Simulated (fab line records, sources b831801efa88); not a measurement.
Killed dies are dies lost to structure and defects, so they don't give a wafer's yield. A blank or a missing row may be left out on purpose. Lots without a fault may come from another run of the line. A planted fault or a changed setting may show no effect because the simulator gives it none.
A struck lot beside a sound one | flow sky130 | 16 steps out of a route of 708
Sound: wafers L939.2, L939.3, L939.4. Struck: wafers L950.1, L950.2, L950.4. The cause comes at the end.
At each step with rows: each side's tool, then ch and its chambers, then its first start. Under that, the readings that differ: sound wafers | struck wafers | difference of the means | sigmas: that difference in standard deviations of wafers without a fault.
alike: readings whose means differ by less than 2 such deviations, and words and numbers that are the same on both sides. not compared: withheld readings, readings that some wafer has no value for, bounds like >300 that may hide the same value, and numbers for which the record gives no deviation and whose values overlap.
The two part at a step that has a row with sigmas, a row that says differs or no value, or rows on one side only. Numbers that don't overlap but have no deviation are shown without sigmas and don't part them. A reading that every wafer of one side lacks parts them only if that side has two wafers or more.

first, 5 steps without rows for these wafers: SKY_SONOS_TUNNEL_COAT_02 (resist thk 1140 nm); SKY_SONOS_TUNNEL_SOFTBAKE_03 (time 60 s); SKY_SONOS_TUNNEL_EXPOSE_04 (exposes mask TUNM, target cd 410 nm); SKY_SONOS_TUNNEL_PEB_05; SKY_SONOS_TUNNEL_DEVELOP_06 (develop time 60 s).
SKY_SONOS_TUNNEL_CD_MEAS_07: target cd 410 nm.
  sound on cd_sem-01, day 11 20:03; struck on cd_sem-01, day 16 18:02
  alike: cd_nm
SKY_SONOS_TUNNEL_OVL_MEAS_08:
  sound on overlay-02, day 11 20:09; struck on overlay-01, day 16 18:09
  alike: SONOS_TUNNEL_OVL
then, 3 steps without rows for these wafers: SKY_SONOS_TUNNEL_IMPLANT_09; SKY_SONOS_TUNNEL_WET_ETCH_10 (etches SiO2 in dHF, target depth 14 nm, time 280 s); SKY_SONOS_TUNNEL_STRIP_11 (strips in SPM, time 600 s).
SKY_SONOS_TUNNEL_TW_MEAS_12:
  sound on film_metro-03, day 11 20:38; struck on film_metro-03, day 16 18:35
  alike: SONOS_TUNNEL_TW
then, 1 step without rows for these wafers: SKY_SONOS_TUNNEL_CLEAN_13 (cleans in dHF, time 20 s).
SKY_SONOS_ONO_OXIDATION_00: stabilise 600 s, purge 300 s, target thk 2.6 nm.
  sound on furnace-02 ch 0, day 11 23:21; struck on furnace-02 ch 0, day 16 18:40
  reading                                          | sound                | struck               | difference | sigmas
  spike_tc_bottom_C (C)                            | 813.6 815.1 815.2    | 822.3 823.7 822.1    | +8.1       | +7
  spike_tc_centre_C (C)                            | 801.7 801.0 803.1    | 809.1 811.0 811.2    | +8.5       | +6
  spike_tc_lower_C (C)                             | 800.2 798.7 799.3    | 807.2 810.8 806.6    | +8.8       | +6
  spike_tc_upper_C (C)                             | 801.5 799.5 798.7    | 808.4 807.7 809.2    | +8.5       | +5
  tube_center_temp_C (C)                           | 800.05 800.03 800.03 | 808.68 808.64 808.66 | +8.62      | +99 or more
  tube_center_temp_C_max                           | 801.7 801.7 802.2    | 810.3 810.8 810.8    | +8.8       | +26
  model.SiO2_of_SONOS_ONO_OXIDATION_00.thk_nm (nm) | 2.572 2.584 2.566    | 2.982 2.955 2.981    | +0.399     |
SKY_SONOS_ONO_THK_MEAS_01:
  sound on film_metro-03, day 12 00:42; struck on film_metro-03, day 16 20:01
  reading                      | sound          | struck         | difference | sigmas
  SONOS_ONO_OXIDATION_THK (nm) | 2.51 2.67 2.56 | 2.97 2.95 2.97 | +0.38      | +7
then, 1 step without rows for these wafers: SKY_SONOS_ONO_CVD_02 (deposits Si3N4 from DCS/NH3, target thk 10.5 nm, time 180 s).
-- the record jumps here: 33 days lie between the struck wafers' starts before and after (it left off in module SONOS_ONO and takes up again in module PAD_OPEN, whose first step shown is number 708 of the route) --
SKY_PAD_OPEN_PROBE_99:
  sound on prober-01, day 46 06:04; struck on prober-01, day 49 20:52
  reading                               | sound                  | struck                  | difference | sigmas
  model.etest.sonos_erased.drive_ua_um  | 195.7 169.7 168.1      | 134.9 140.8 112.6       | -48.4      |
  model.etest.cap_ono.gate_log10_a_cm2  | -8.025 -8.101 -8.204   | -8.634 -8.628 -8.748    | -0.560     |
  model.etest.sonos_erased.vt_v (V)     | -2.282 -2.216 -2.189   | -1.75 -1.791 -1.667     | +0.49      |
  model.etest.cap_ono.tox_acc_nm (nm)   | 12.96 13.04 13.13      | 13.44 13.4 13.58        | +0.43      |
  model.etest.sonos_programmed.vt_v (V) | 1.398 1.352 1.312      | 1.229 1.239 1.21        | -0.128     |
  model.etest.sonos_baked.vt_less_v (V) | -0.5127 -0.4647 -0.492 | -0.3259 -0.3695 -0.3533 | +0.1402    |
  alike: killed_at_M0_to_M3, killed_at_M4_up, killed_at_contacts, killed_at_front_end, killed_at_other, killed_dies, killed_open, killed_short

WHERE THEY PART
First at SKY_SONOS_ONO_OXIDATION_00; last, within this record, at SKY_SONOS_ONO_THK_MEAS_01. Later steps at which nothing parts them and some readings are alike: SKY_PAD_OPEN_PROBE_99.

WHY: what the simulator had put in
Process parameter drift: furnace-02, from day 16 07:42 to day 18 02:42, at SKY_SONOS_ONO_OXIDATION_00. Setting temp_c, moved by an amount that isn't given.
